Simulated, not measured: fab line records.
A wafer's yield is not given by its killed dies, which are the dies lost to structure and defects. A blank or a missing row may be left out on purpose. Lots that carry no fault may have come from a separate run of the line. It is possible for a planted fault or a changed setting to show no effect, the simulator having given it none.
A single fault, viewed from 2 desks / flow gf180mcu / each desk holds nothing but its own numbers, with what lay behind them at the end

THE METROLOGY DESK
What the gauges read for every lot (on any tool): the sampled wafers with a number, averaged. Marked OUT: a lot whose mean sits more than 4 standard deviations from the usual mean, which makes it out of limits; the brackets give that distance.
Columns: A = SAB_CVD_00_THK at GF_SAB_THK_MEAS_01, usual 50.1 nm; B = CONTACT_CVD_00_THK at GF_CONTACT_THK_MEAS_01, usual 301 nm; C = cdNm at GF_V1_CD_MEAS_14, usual 260.0 nm; D = M2_ALCU_RS at GF_M2_RS_MEAS_05, usual 0.0696 ohm/sq
lot=L536; first seen here=day 14 06:54; A=51.0; B=304; C=260.5; D=0.0695
lot=L537; first seen here=day 14 17:53; A=50.6; B=305; C=260.5; D=0.0703
lot=L538; first seen here=day 15 07:46; A=50.7; B=303; C=260.3; D=0.0688
lot=L539; first seen here=day 15 10:39; A=50.0; B=299; C=260.8; D=0.0701
lot=L545; first seen here=day 17 11:09; A=48.7; B=303; C=257.7; D=0.0689
lot=L546; first seen here=day 17 23:38; A=48.4; B=299; C=259.9; D=0.0696
lot=L553; first seen here=day 20 06:03; A=48.8; B=295; C=258.8; D=0.0699
lot=L554; first seen here=day 20 13:11; A=49.7; B=301; C=262.0; D=0.0691
lot=L555; first seen here=day 20 23:13; A=51.0; B=299; C=260.5; D=0.0701
lot=L556; first seen here=day 21 09:15; A=49.5; B=303; C=260.5; D=0.0690
lot=L557; first seen here=day 21 17:55; A=49.9; B=300; C=259.8; D=0.0694
lot=L558; first seen here=day 22 01:41; A=50.9; B=300; C=260.5; D=0.0696
lot=L559; first seen here=day 22 03:32; A=50.1; B=297; C=259.9; D=0.0711
This desk's finding: nothing out of limits on any of the 13 lots.

AT THE TOOL OWNER'S DESK: pecvd-02
The tool's own readings at GF_SAB_CVD_00 (deposits SiO2 from TEOS, target thk 50 nm, time 4.9302 s): means of the sampled wafers that have a number, for each lot that ran on this tool. Marked OUT: a lot whose mean sits more than 4 standard deviations from the usual mean, which makes it out of limits; the brackets give that distance.
Columns: A = heaterPowerOuterW at GF_SAB_CVD_00, usual 372 W; B = heaterPowerW at GF_SAB_CVD_00, usual 642 W
lot=L536; first seen here=day 14 06:52; A=378; B=654
lot=L537; first seen here=day 14 17:52; A=335; B=614
lot=L539; first seen here=day 15 10:38; A=387; B=637
lot=L545; first seen here=day 17 11:08; A=422; B=686
lot=L546; first seen here=day 17 23:37; A=379; B=616
lot=L555; first seen here=day 20 23:08; A=363; B=631
lot=L558; first seen here=day 22 01:38; A=345; B=615
This desk's finding: nothing out of limits on any of the 7 lots.

BROUGHT TOGETHER
At the metrology desk, nothing out of limits was observed.
Nothing out of limits was seen by the tool owner's desk.

WHAT THE SIMULATOR HAD INSERTED
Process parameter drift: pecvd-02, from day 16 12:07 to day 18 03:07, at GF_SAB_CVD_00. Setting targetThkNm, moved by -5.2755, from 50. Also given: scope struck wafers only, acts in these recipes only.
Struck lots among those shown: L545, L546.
